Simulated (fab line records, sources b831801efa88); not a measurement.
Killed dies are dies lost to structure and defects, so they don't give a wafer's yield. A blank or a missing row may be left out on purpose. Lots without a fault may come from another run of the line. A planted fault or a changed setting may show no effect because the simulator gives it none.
A struck lot beside a sound one | flow sky130 | 15 steps out of a route of 708
Sound: wafers L137.1, L137.2, L137.4. Struck: wafers L149.2, L149.3, L149.6. The cause comes at the end.
At each step with rows: each side's tool, then ch and its chambers, then its first start. Under that, the readings that differ: sound wafers | struck wafers | difference of the means | sigmas: that difference in standard deviations of wafers without a fault.
alike: readings whose means differ by less than 2 such deviations, and words and numbers that are the same on both sides. not compared: withheld readings, readings that some wafer has no value for, bounds like >300 that may hide the same value, and numbers for which the record gives no deviation and whose values overlap.
The two part at a step that has a row with sigmas, a row that says differs or no value, or rows on one side only. Numbers that don't overlap but have no deviation are shown without sigmas and don't part them. A reading that every wafer of one side lacks parts them only if that side has two wafers or more.

first, 4 steps without rows for these wafers: SKY_VIA2_STRIP_17 (strips in post etch residue remover, time 1200 s); SKY_VIA2_CLEAN_18 (cleans in IPA, time 180 s); SKY_VIA2_CLEAN_19 (cleans in O3/DIW); SKY_VIA2_SPUTTER_20 (material TiN, target thk 20 nm, time 80 s).
SKY_VIA2_CVD_21: deposits W, target thk 420 nm, time 126.4 s.
  sound on cvd_w-02 ch 0,1, day 36 12:11; struck on cvd_w-02 ch 0,1, day 40 07:21
  alike: heater_power_outer_w, heater_power_w
  not compared: since_wet_clean_h
SKY_VIA2_RS_MEAS_22: measures by four-point-probe.
  sound on film_metro-02, day 36 12:19; struck on film_metro-04, day 40 07:30
  alike: VIA2_W_RS
SKY_VIA2_THK_MEAS_23: measures by xrf.
  sound on film_metro-02, day 36 12:26; struck on film_metro-04, day 40 07:37
  alike: VIA2_W_THK
then, 1 step without rows for these wafers: SKY_VIA2_CMP_24 (polishes, stops on SiO2, t overpolish 20 s, target thk 0 nm).
SKY_METAL3_SPUTTER_00: material Ti, target thk 15 nm, time 10 s.
  sound on pvd_sputter-01, day 36 12:48; struck on pvd_sputter-01, day 40 07:58
  alike: chamber_pressure_pa, throttle_valve_pct
SKY_METAL3_SPUTTER_01: material TiN, target thk 20 nm, time 16.7 s.
  sound on pvd_sputter-01, day 36 12:49; struck on pvd_sputter-01, day 40 07:59
  alike: chamber_pressure_pa, throttle_valve_pct
then, 1 step without rows for these wafers: SKY_METAL3_SPUTTER_02 (material AlCu, target thk 735 nm, time 39.1 s).
SKY_METAL3_SPUTTER_03: material Ti, target thk 5 nm, time 3.3 s.
  sound on pvd_sputter-01, day 36 12:53; struck on pvd_sputter-01, day 40 08:03
  alike: chamber_pressure_pa, throttle_valve_pct
SKY_METAL3_SPUTTER_04: material TiN, target thk 70 nm, time 58.3 s.
  sound on pvd_sputter-01, day 36 12:55; struck on pvd_sputter-01, day 40 08:04
  reading                  | sound                | struck               | difference | sigmas
  chamber_pressure_pa (Pa) | 0.3991 0.4000 0.4007 | 0.4374 0.4380 0.4365 | +0.0374    | +47
  alike: throttle_valve_pct
SKY_CAPM_CVD_00: deposits SiO2, target thk 15.5 nm.
  sound on pecvd-03 ch 0,2, day 36 12:57; struck on pecvd-01 ch 2, day 40 08:07
  alike: heater_power_outer_w, heater_power_w
-- the record jumps here: 8 days lie between the struck wafers' starts before and after (it left off in module CAPM and takes up again in module PAD_OPEN, whose first step shown is number 708 of the route) --
SKY_PAD_OPEN_PROBE_99:
  sound on prober-02, day 45 22:58; struck on prober-01, day 48 19:22
  alike: defect_limited_yield, killed_at_M0_to_M3, killed_at_M4_up, killed_at_contacts, killed_at_front_end, killed_at_other, killed_dies, killed_open, killed_short, sort_bin_3_pad_short, sort_bin_5_function, sort_bin_6_memory, sort_n_pass, sort_yield_pct

WHERE THEY PART
Only at SKY_METAL3_SPUTTER_04, within this record. Later steps at which nothing parts them and some readings are alike: SKY_CAPM_CVD_00, SKY_PAD_OPEN_PROBE_99.

WHY: what the simulator had put in
Process parameter drift: pvd_sputter-01, from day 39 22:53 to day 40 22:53, at SKY_METAL3_SPUTTER_04. Setting chamber_pressure_pa, moved by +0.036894, from 0.4. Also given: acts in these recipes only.
